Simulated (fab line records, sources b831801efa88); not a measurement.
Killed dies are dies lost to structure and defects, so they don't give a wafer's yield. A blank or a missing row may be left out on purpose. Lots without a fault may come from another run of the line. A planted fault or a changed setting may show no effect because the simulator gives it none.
Which tool did it? | flow gf180mcu | 6 lots, 18 wafers sampled, at 4 steps of a route of 602

WHAT THE GAUGES READ, wafer by wafer
GF_V1_THK_MEAS_03.
lot  | measured     | on            | V1_CVD_02_THK (nm)
L560 | day 17 14:16 | film_metro-01 | 859 853 878
L563 | day 19 02:22 | film_metro-02 | 851 864 846
L568 | day 20 11:25 | film_metro-03 | 854 858 867
L570 | day 21 10:05 | film_metro-02 | 858 851 855
L572 | day 22 03:01 | film_metro-01 | 830 844 856
L574 | day 22 15:28 | film_metro-03 | 610 615 622

WHICH TOOL RAN EACH LOT (tool, then ch and the chambers of the sampled wafers, then the start)
lot  | GF_M1_SPUTTER_00             | GF_M1_SPUTTER_01             | GF_V1_CVD_02
L560 | pvd_sputter-03, day 16 14:15 | pvd_sputter-03, day 16 14:21 | pecvd-01 ch 1,2, day 17 14:11
L563 | pvd_sputter-02, day 18 01:32 | pvd_sputter-02, day 18 01:38 | pecvd-04 ch 0,1, day 19 02:17
L568 | pvd_sputter-02, day 19 09:38 | pvd_sputter-02, day 19 09:44 | pecvd-01 ch 0,2, day 20 11:20
L570 | pvd_sputter-02, day 20 08:10 | pvd_sputter-02, day 20 08:14 | pecvd-02 ch 0,1,2, day 21 10:01
L572 | pvd_sputter-03, day 21 02:02 | pvd_sputter-03, day 21 02:08 | pecvd-02 ch 1,2, day 22 02:56
L574 | pvd_sputter-02, day 21 15:04 | pvd_sputter-02, day 21 15:10 | pecvd-02 ch 0,1, day 22 15:24
- GF_M1_SPUTTER_00: material Ti, target thk 37.5 nm, time 150 s.
- GF_M1_SPUTTER_01: material TiN, target thk 30 nm, time 25 s.
- GF_V1_CVD_02: deposits SiO2 from TEOS, target thk 850 nm, time 94.851 s.

THE ANSWER, worked out from the rows above alone
Rule: what is usual is taken from the lots themselves. Put in order of their means at a reading, lots are off if they are a third of the lots or fewer, leave a main group of 4 or more, and stand apart from it by a gap of 3 or more times the standard deviation of the main group's means; of several such gaps the widest counts. A main group whose means are all the same, to the digits that the tables above print for the reading, isn't used. A lot without any number at a reading at which 4 lots or more have one is off too. The other lots that the step has rows for count as sound.
Off: L574, at GF_V1_THK_MEAS_03 (V1_CVD_02_THK). The main group: mean 855 nm, standard deviation 6.8.
A tool fits if, at a process step before that reading, it ran every lot that is off, and no sound lot after the first of them. The gauges at GF_V1_THK_MEAS_03 are tried like those tools. Can't be told from this: 3 tools fit, pvd_sputter-02 at GF_M1_SPUTTER_00 and GF_M1_SPUTTER_01, pecvd-02 at GF_V1_CVD_02, film_metro-03 at GF_V1_THK_MEAS_03.

WHAT THE SIMULATOR HAD PUT IN
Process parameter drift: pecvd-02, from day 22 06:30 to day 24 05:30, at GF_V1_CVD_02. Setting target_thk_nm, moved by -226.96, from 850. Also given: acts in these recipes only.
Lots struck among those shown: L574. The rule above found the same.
